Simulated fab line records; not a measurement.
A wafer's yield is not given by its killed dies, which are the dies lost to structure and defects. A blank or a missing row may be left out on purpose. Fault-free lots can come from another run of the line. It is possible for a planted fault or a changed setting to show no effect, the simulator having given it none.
Matching of chambers ; flow sky130 ; SKY_CONTACT_HDPCVD_02 on hdpcvd-01: 3 sister chambers
The step deposits SiO2, target thk 565 nm, time 94.2 s. 3 wafers are shown with their chamber, then 8 later ones without.

WAFERS PAIRED WITH THEIR CHAMBERS
wafer;chamber;susceptor-temp-C (C)
L781.1;0;600.13
L781.5;2;600.39
L782.2;1;599.51

WAFERS WITH NO CHAMBER GIVEN
wafer;susceptor-temp-C (C)
L782.3;599.44
L782.4;599.88
L795.2;600.02
L795.4;599.73
L795.6;600.04
L794.3;599.71
L794.5;600.00
L794.6;599.53

WHICH CHAMBER EACH WENT THROUGH
wafer;from the rows above;in truth
L782.3;1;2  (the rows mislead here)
L782.4;can't be placed: 0 or 1 or 2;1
L795.2;can't be placed: 0 or 2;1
L795.4;can't be placed: 1 or 0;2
L795.6;can't be placed: 0 or 2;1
L794.3;can't be placed: 1 or 0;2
L794.5;can't be placed: 0 or 2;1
L794.6;1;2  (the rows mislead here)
Correct placement for 0 of the 8. Unplaceable from these rows: 6, with the true chamber sitting among the candidates in 1. Wrongly placed: 2.
How it was worked out, from the rows above alone: a wafer's distance from a chamber is the root of the sum, over the readings, of the square of ((its reading less the chamber's mean) divided by the reading's scatter). The wafer belongs to the nearest chamber; if the next one is less than 2 further off, it can't be placed. The mean given for a chamber averages the wafers shown for that chamber. The scatter: root of mean squared gap, hidden wafer to nearest shown wafer, with one shown wafer a chamber.
